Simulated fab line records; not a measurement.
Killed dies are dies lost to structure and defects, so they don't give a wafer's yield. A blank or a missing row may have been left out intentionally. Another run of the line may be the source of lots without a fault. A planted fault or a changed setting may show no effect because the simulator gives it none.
One fault through the eyes of 2 desks || flow gf180mcu || each desk has only its own numbers; what lay behind them comes last

TOOL OWNER'S DESK, pvdSputter-04
The tool's own readings at GF_V1_SPUTTER_21 (material Ti, target thk 15 nm, time 80.02 s): means of the sampled wafers that have a number, for each lot that ran on this tool. Marked OUT: a lot whose mean sits more than 4 standard deviations from the usual mean, which makes it out of limits; the brackets give that distance.
Columns: A = chamberPressurePa at GF_V1_SPUTTER_21, usual 5.000 Pa; B = throttleValvePct at GF_V1_SPUTTER_21, usual 30.4 %
{"lot": "L734", "first seen here": "day 19 14:38", "A": 5.001, "B": 31.0}
{"lot": "L737", "first seen here": "day 20 20:53", "A": 5.011, "B": 31.1}
{"lot": "L738", "first seen here": "day 21 08:33", "A": 5.004, "B": 30.5}
{"lot": "L743", "first seen here": "day 23 00:07", "A": 5.009, "B": 31.0}
{"lot": "L746", "first seen here": "day 24 09:56", "A": 4.999, "B": 30.7}
{"lot": "L748", "first seen here": "day 24 20:35", "A": 4.999, "B": 30.6}
This desk's verdict: no lot among the 6 shows anything out of limits.

METROLOGY DESK
What the gauges read for every lot (on any tool): the sampled wafers with a number, averaged. Marked OUT: a lot whose mean sits more than 4 standard deviations from the usual mean, which makes it out of limits; the brackets give that distance.
Columns: A = cdNm at GF_V5_CD_MEAS_14, usual 260.1 nm
{"lot": "L731", "first seen here": "day 27 06:52", "A": 260.1}
{"lot": "L732", "first seen here": "day 27 20:29", "A": 262.5}
{"lot": "L733", "first seen here": "day 28 08:40", "A": 259.6}
{"lot": "L734", "first seen here": "day 28 09:25", "A": 260.7}
{"lot": "L736", "first seen here": "day 29 03:53", "A": 259.2}
{"lot": "L737", "first seen here": "day 29 10:04", "A": 259.2}
{"lot": "L738", "first seen here": "day 29 20:03", "A": 260.0}
{"lot": "L741", "first seen here": "day 30 16:21", "A": 261.0}
{"lot": "L740", "first seen here": "day 30 18:11", "A": 261.3}
{"lot": "L743", "first seen here": "day 31 04:08", "A": 260.5}
{"lot": "L746", "first seen here": "day 32 05:59", "A": 259.8}
{"lot": "L748", "first seen here": "day 32 12:26", "A": 258.8}
This desk's verdict: no lot among the 12 shows anything out of limits.

PUT TOGETHER
The desk of the tool owner found nothing out of limits.
The metrology desk saw nothing out of limits.

WHAT THE SIMULATOR HAD PUT IN
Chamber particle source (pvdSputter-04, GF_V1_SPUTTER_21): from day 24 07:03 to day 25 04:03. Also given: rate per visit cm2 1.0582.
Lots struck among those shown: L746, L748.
